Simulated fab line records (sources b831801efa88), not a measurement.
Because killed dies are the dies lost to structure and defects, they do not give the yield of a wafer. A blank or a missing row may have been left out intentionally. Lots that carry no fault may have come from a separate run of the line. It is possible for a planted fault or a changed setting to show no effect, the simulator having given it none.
A single fault, viewed from 2 desks / flow sky130 / only its own numbers are on each desk; what lay behind them is given at the end

## METROLOGY DESK
What the gauges read, lot by lot, whatever tool the lot ran on: means of the sampled wafers that have a number. A lot is out of limits, marked OUT, if its mean lies more than 4 standard deviations from the usual mean; the brackets give that distance.
Columns: A = CONTACT_BOW at SKY_CONTACT_BOW_MEAS_05, usual 82 um; B = METAL1_OVL at SKY_METAL1_OVL_MEAS_16, usual -4 nm; C = METAL2_ALCU_RS at SKY_METAL2_RS_MEAS_05, usual 0.1271 ohm/sq; D = METAL2_ALCU_THK at SKY_METAL2_THK_MEAS_06, usual 251 nm
lot=L314; first seen here=day 30 17:55; A=87; B=6; C=0.1263; D=252
lot=L317; first seen here=day 31 12:02; A=80; B=-3; C=0.1278; D=249
lot=L318; first seen here=day 32 01:15; A=78; B=-5; C=0.1260; D=254
lot=L320; first seen here=day 32 12:37; A=87; B=0; C=0.1501 (+16) OUT; D=221 (-9.9) OUT
lot=L321; first seen here=day 32 20:34; A=79; B=0; C=0.1887 (+44) OUT; D=172 (-26) OUT
lot=L327; first seen here=day 34 20:01; A=94; B=-1; C=0.1275; D=249
lot=L330; first seen here=day 35 18:03; A=79; B=-14; C=0.1272; D=251
lot=L331; first seen here=day 36 02:44; A=82; B=-3; C=0.1249; D=256
lot=L332; first seen here=day 36 10:32; A=78; B=4; C=0.1262; D=254
lot=L336; first seen here=day 37 08:04; A=81; B=-11; C=0.1264; D=253
This desk finds L320, L321 out of limits, with the earliest case on L320 at day 36 01:53 (METAL2_ALCU_RS at SKY_METAL2_RS_MEAS_05). Within limits: L314, L317, L318, L327, L330, L331, L332, L336.

## FOR THE TOOL OWNER'S DESK: pvd_sputter-03
The tool's own readings at SKY_METAL2_SPUTTER_02 (material AlCu, target thk 250 nm, time 13.3 s): means of the sampled wafers that have a number, for each lot that ran on this tool. A lot is out of limits, marked OUT, if its mean lies more than 4 standard deviations from the usual mean; the brackets give that distance.
Columns: A = throttle_valve_pct at SKY_METAL2_SPUTTER_02, usual 30.5 %
lot=L317; first seen here=day 35 02:17; A=30.2
lot=L320; first seen here=day 36 01:44; A=31.4
lot=L321; first seen here=day 36 09:59; A=29.8
lot=L330; first seen here=day 39 04:59; A=30.3
lot=L331; first seen here=day 39 11:46; A=29.8
lot=L336; first seen here=day 40 15:32; A=31.1
Finding of this desk: none of the 6 lots has anything out of limits.

## BROUGHT TOGETHER
L320, L321 would have let the metrology desk raise an alarm at day 36 01:53.
The desk of the tool owner found nothing out of limits.
On record at the tool owner's desk: L320, L321, within its limits.
All the named lots went through SKY_METAL2_SPUTTER_02 on pvd_sputter-03.

## WHAT THE SIMULATOR HAD PUT IN
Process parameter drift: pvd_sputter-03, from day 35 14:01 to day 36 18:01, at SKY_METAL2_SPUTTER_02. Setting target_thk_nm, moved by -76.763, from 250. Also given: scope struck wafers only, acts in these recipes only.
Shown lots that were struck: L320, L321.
Time in hours between the start of the fault and the first out-of-limits reading at each desk: metrology desk, 12.
